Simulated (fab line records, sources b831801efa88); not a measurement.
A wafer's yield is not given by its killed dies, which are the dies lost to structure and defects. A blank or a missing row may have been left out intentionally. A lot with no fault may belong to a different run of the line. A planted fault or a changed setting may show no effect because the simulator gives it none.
What tool caused it? + flow gf180mcu + 39 wafers from 13 lots sampled at 4 of the route's 602 steps

== WHAT THE GAUGES SHOWED, per wafer ==
GF_TOP_METAL_THK_MEAS_06: measures by xrf. Usual: for TOP_METAL_ALCU_THK the level is 873 nm and the standard deviation is 13.
| lot  | measured     | on            | TOP_METAL_ALCU_THK (nm) | flag |
|------|--------------|---------------|-------------------------|------|
| L606 | day 28 01:59 | film-metro-04 | 885 887 893             |      |
| L607 | day 28 11:18 | film-metro-02 | 869 881 876             |      |
| L608 | day 28 13:22 | film-metro-02 | 873 872 866             |      |
| L609 | day 29 01:06 | film-metro-01 | 867 877 881             |      |
| L611 | day 29 13:09 | film-metro-04 | 880 871 876             |      |
| L612 | day 30 00:35 | film-metro-04 | 895 892 885             |      |
| L613 | day 30 22:15 | film-metro-04 | 888 888 895             |      |
| L614 | day 31 07:08 | film-metro-04 | 871 877 877             |      |
| L618 | day 32 00:15 | film-metro-01 | 861 853 863             |      |
| L617 | day 32 04:31 | film-metro-02 | 857 867 858             |      |
| L619 | day 32 10:48 | film-metro-04 | 865 866 858             |      |
| L625 | day 33 09:28 | film-metro-02 | 862 868 869             |      |
| L626 | day 33 15:19 | film-metro-01 | 862 858 859             |      |

GF_PASSIVATION_BOW_MEAS_14. Usual: for PASSIVATION_BOW the level is 142 um and the standard deviation is 9.8.
| lot  | measured     | on            | PASSIVATION_BOW (um) | flag |
|------|--------------|---------------|----------------------|------|
| L606 | day 29 19:05 | film-metro-04 | 125 138 133          |      |
| L607 | day 30 04:02 | film-metro-04 | 137 120 130          |      |
| L608 | day 30 06:10 | film-metro-03 | 141 151 150          |      |
| L609 | day 30 16:53 | film-metro-02 | 134 130 131          |      |
| L611 | day 31 03:07 | film-metro-03 | 134 141 130          |      |
| L612 | day 31 15:17 | film-metro-03 | 143 141 147          |      |
| L613 | day 32 10:56 | film-metro-02 | 144 145 143          |      |
| L614 | day 32 20:53 | film-metro-04 | 150 152 141          |      |
| L618 | day 33 12:28 | film-metro-04 | 152 161 160          |      |
| L617 | day 33 16:53 | film-metro-04 | 142 126 138          |      |
| L619 | day 33 22:22 | film-metro-04 | 156 150 150          |      |
| L625 | day 34 19:23 | film-metro-02 | 152 158 148          |      |
| L626 | day 34 23:56 | film-metro-02 | 143 154 147          |      |

== WHAT TOOL EACH LOT RAN ON (gives the tool, then ch and the chambers of the sampled wafers, and finally the start) ==
| lot  | GF_V4_CVD_02                    | GF_V5_CMP_04                  |
|------|---------------------------------|-------------------------------|
| L606 | pecvd-02 ch 0,2, day 24 07:42   | cmp-02 ch 1,2,3, day 27 04:11 |
| L607 | pecvd-02 ch 0,2, day 24 18:08   | cmp-02 ch 0,1,2, day 27 13:13 |
| L608 | pecvd-03 ch 0,1,2, day 24 21:41 | cmp-02 ch 0,1,2, day 27 15:44 |
| L609 | pecvd-02 ch 0,1,2, day 25 09:40 | cmp-01 ch 1,2, day 28 03:42   |
| L611 | pecvd-02 ch 0,1,2, day 26 00:08 | cmp-02 ch 0,1,3, day 28 16:27 |
| L612 | pecvd-03 ch 0,1,2, day 26 12:34 | cmp-01 ch 2,3, day 29 03:44   |
| L613 | pecvd-04 ch 0,1, day 27 12:41   | cmp-01 ch 1,2,3, day 30 02:19 |
| L614 | pecvd-02 ch 0,1,2, day 27 21:52 | cmp-02 ch 0,2, day 30 10:35   |
| L618 | pecvd-03 ch 0,2, day 28 16:51   | cmp-01 ch 0,2,3, day 31 04:40 |
| L617 | pecvd-03 ch 1,2, day 28 22:35   | cmp-02 ch 0,1,3, day 31 09:00 |
| L619 | pecvd-03 ch 0,1,2, day 29 05:16 | cmp-02 ch 0,2,3, day 31 16:10 |
| L625 | pecvd-04 ch 0,2, day 30 07:49   | cmp-02 ch 0,1, day 32 15:04   |
| L626 | pecvd-04 ch 0,2, day 30 13:04   | cmp-02 ch 0,3, day 32 21:20   |
- GF_V4_CVD_02: deposits SiO2 from TEOS, target thk 850 nm, time 94.851 s.
- GF_V5_CMP_04: polishes SiO2.

== AS READ BY THE TOOLS THEMSELVES (means over the sampled wafers that have a number; for cases with no such wafer, the mark the record gives instead) ==
GF_V4_CVD_02. Usual: heater-power-w 655 W, standard deviation 110; rf-fwd-power-W 596.4 W, standard deviation 1.8; susceptor-temp-C 400.02 C, standard deviation 0.22.
| lot  | tool     | heater-power-w (W) | rf-fwd-power-W (W) | susceptor-temp-C (C) | flag |
|------|----------|--------------------|--------------------|----------------------|------|
| L606 | pecvd-02 | 782                | 596.9              | 399.95               |      |
| L607 | pecvd-02 | 707                | 597.1              | 400.07               |      |
| L608 | pecvd-03 | 562                | 595.2              | 400.11               |      |
| L609 | pecvd-02 | 687                | 595.4              | 399.89               |      |
| L611 | pecvd-02 | 716                | 596.9              | 399.95               |      |
| L612 | pecvd-03 | 489                | 595.9              | 399.93               |      |
| L613 | pecvd-04 | 679                | 596.8              | 399.86               |      |
| L614 | pecvd-02 | 688                | 596.3              | 400.15               |      |
| L618 | pecvd-03 | 522                | 593.2              | 399.91               |      |
| L617 | pecvd-03 | 645                | 595.3              | 399.96               |      |
| L619 | pecvd-03 | 547                | 596.1              | 400.02               |      |
| L625 | pecvd-04 | 636                | 595.0              | 400.08               |      |
| L626 | pecvd-04 | 670                | 598.0              | 400.12               |      |

GF_V5_CMP_04. Usual: motor-current-A reads 11.3 A (standard deviation 1.1).
| lot  | tool   | motor-current-A (A) | flag |
|------|--------|---------------------|------|
| L606 | cmp-02 | 11.5                |      |
| L607 | cmp-02 | 11.0                |      |
| L608 | cmp-02 | 11.2                |      |
| L609 | cmp-01 | 12.3                |      |
| L611 | cmp-02 | 11.6                |      |
| L612 | cmp-01 | 11.4                |      |
| L613 | cmp-01 | 11.4                |      |
| L614 | cmp-02 | 10.8                |      |
| L618 | cmp-01 | 11.1                |      |
| L617 | cmp-02 | 11.9                |      |
| L619 | cmp-02 | 10.9                |      |
| L625 | cmp-02 | 12.3                |      |
| L626 | cmp-02 | 11.6                |      |

== THE ANSWER, worked out from the rows above alone ==
Rule: a lot counts as off when the mean over its wafers that have a number is more than 3 standard deviations away from the usual mean. Also off: a lot with no number at a reading for which 4 or more lots have one. Where the step has rows for the other lots, those lots are counted as sound. The gauges are gone through in route order, then the tools' own readings, and for those a lot's mean is taken as printed above. The first step at which some lot is off is used, and at that step the reading that is off furthest; a lot without a number counts as furthest.
No lot is off on any of the readings shown, so nothing can be concluded from this.

== WHAT THE SIMULATOR PUT IN ==
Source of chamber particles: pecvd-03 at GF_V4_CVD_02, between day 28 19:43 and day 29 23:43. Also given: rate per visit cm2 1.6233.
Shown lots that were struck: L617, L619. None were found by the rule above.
